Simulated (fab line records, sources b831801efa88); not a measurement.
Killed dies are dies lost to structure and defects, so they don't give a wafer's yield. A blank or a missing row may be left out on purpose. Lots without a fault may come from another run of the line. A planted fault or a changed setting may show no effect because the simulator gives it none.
A struck lot beside a sound one | flow gf180mcu | 19 steps out of a route of 602
Sound: wafers L180.4, L180.5, L180.6. Struck: wafers L176.1, L176.2, L176.3. The cause comes at the end.
At each step with rows: each side's tool, then ch and its chambers, then its first start. Under that, the readings that differ: sound wafers | struck wafers | difference of the means | sigmas: that difference in standard deviations of wafers without a fault.
alike: readings whose means differ by less than 2 such deviations, and words and numbers that are the same on both sides. not compared: withheld readings, readings that some wafer has no value for, bounds like >300 that may hide the same value, and numbers for which the record gives no deviation and whose values overlap.
The two part at a step that has a row with sigmas, a row that says differs or no value, or rows on one side only. Numbers that don't overlap but have no deviation are shown without sigmas and don't part them. A reading that every wafer of one side lacks parts them only if that side has two wafers or more.

GF_M4_SPUTTER_00: material Ti, target thk 37.5 nm, time 150 s.
  sound on pvd_sputter-02, day 27 14:57; struck on pvd_sputter-02, day 26 18:20
  alike: throttle_valve_pct
GF_M4_SPUTTER_01: material TiN, target thk 30 nm, time 25 s.
  sound on pvd_sputter-02, day 27 15:01; struck on pvd_sputter-02, day 26 18:26
  alike: throttle_valve_pct
then, 1 step without rows for these wafers: GF_M4_SPUTTER_02 (material AlCu, target thk 450 nm, time 23.9 s).
GF_M4_SPUTTER_03: material Ti, target thk 10 nm, time 6.7 s.
  sound on pvd_sputter-02, day 27 15:04; struck on pvd_sputter-02, day 26 18:30
  alike: throttle_valve_pct
GF_M4_SPUTTER_04: material TiN, target thk 50 nm, time 41.7 s.
  sound on pvd_sputter-02, day 27 15:06; struck on pvd_sputter-02, day 26 18:31
  alike: throttle_valve_pct
GF_M4_RS_MEAS_05: measures by four-point-probe.
  sound on film_metro-01, day 27 15:11; struck on film_metro-01, day 26 18:34
  alike: M4_ALCU_RS
GF_M4_THK_MEAS_06: measures by xrf.
  sound on film_metro-01, day 27 15:16; struck on film_metro-01, day 26 18:41
  alike: M4_ALCU_THK
then, 5 steps without rows for these wafers: GF_M4_DEHYDRATE_07 (time 60 s); GF_M4_HMDS_08 (prime time 60 s); GF_M4_COAT_09 (resist thk 1000 nm); GF_M4_SOFTBAKE_10 (time 60 s); GF_M4_EXPOSE_11 (exposes mask Metal4, target cd 280 nm).
GF_M4_PEB_12: peb time 90 s.
  sound on litho_track-02 ch 0, day 28 09:53; struck on litho_track-03 ch 0, day 27 14:44
  reading                  | sound                | struck               | difference | sigmas
  heater_power_total_W (W) | 85.80 85.81 85.70    | 82.50 82.49 82.34    | -3.33      | -39
  plate_temp_C (C)         | 135.12 134.91 135.25 | 131.13 131.18 131.14 | -3.94      | -28
  alike: exhaust_pa
then, 1 step without rows for these wafers: GF_M4_DEVELOP_13 (develop time 60 s).
GF_M4_CD_MEAS_14: target cd 280 nm.
  sound on cd_sem-02, day 28 10:11; struck on cd_sem-01, day 27 15:28
  reading    | sound             | struck            | difference | sigmas
  cd_nm (nm) | 279.9 278.7 279.8 | 290.9 291.1 289.8 | +11.1      | +9
  not compared: hold
GF_M4_OVL_MEAS_15:
  sound on overlay-01, day 28 10:16; struck on overlay-01, day 27 17:48
  reading | sound | struck                                                                     | difference                   | sigmas
  hold    | - - - | await_dispo/2.2h/release await_dispo/2.2h/release await_dispo/2.2h/release | no value on the sound wafers |
  alike: M4_OVL
GF_M4_METAL_ETCH_16: etches the open film in Cl2/BCl3, stops on SiO2, target depth 627.5 nm, time 104.6 s.
  sound on rie_metal-03 ch 0,1, day 28 10:20; struck on rie_metal-03 ch 0,1, day 27 17:50
  reading             | sound             | struck            | difference | sigmas
  model.M4.cd_nm (nm) | 282.2 281.6 274.6 | 284.9 293.8 289.8 | +10.0      |
  alike: drypump_motor_current_A, oes_product_au, throttle_valve_pct
  not compared: rf_hours_counter_h
GF_M4_STRIP_17: strips in O2/N2.
  sound on plasma_asher-04 ch 0,1, day 28 10:26; struck on plasma_asher-03 ch 0,1, day 27 17:57
  alike: drypump_motor_current_A, heater_power_w, o2_flow_sccm, oes_product_au, strip_time_to_endpoint_s
  not compared: rf_hours_counter_h
then, 1 step without rows for these wafers: GF_PASSIVATION_PROBE_99.

WHERE THEY PART
First at GF_M4_PEB_12; last, within this record, at GF_M4_OVL_MEAS_15. Later steps at which nothing parts them and some readings are alike: GF_M4_METAL_ETCH_16, GF_M4_STRIP_17.

WHY: what the simulator had put in
Process parameter drift: litho_track-03, from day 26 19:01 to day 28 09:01, at GF_M4_PEB_12. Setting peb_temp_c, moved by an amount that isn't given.
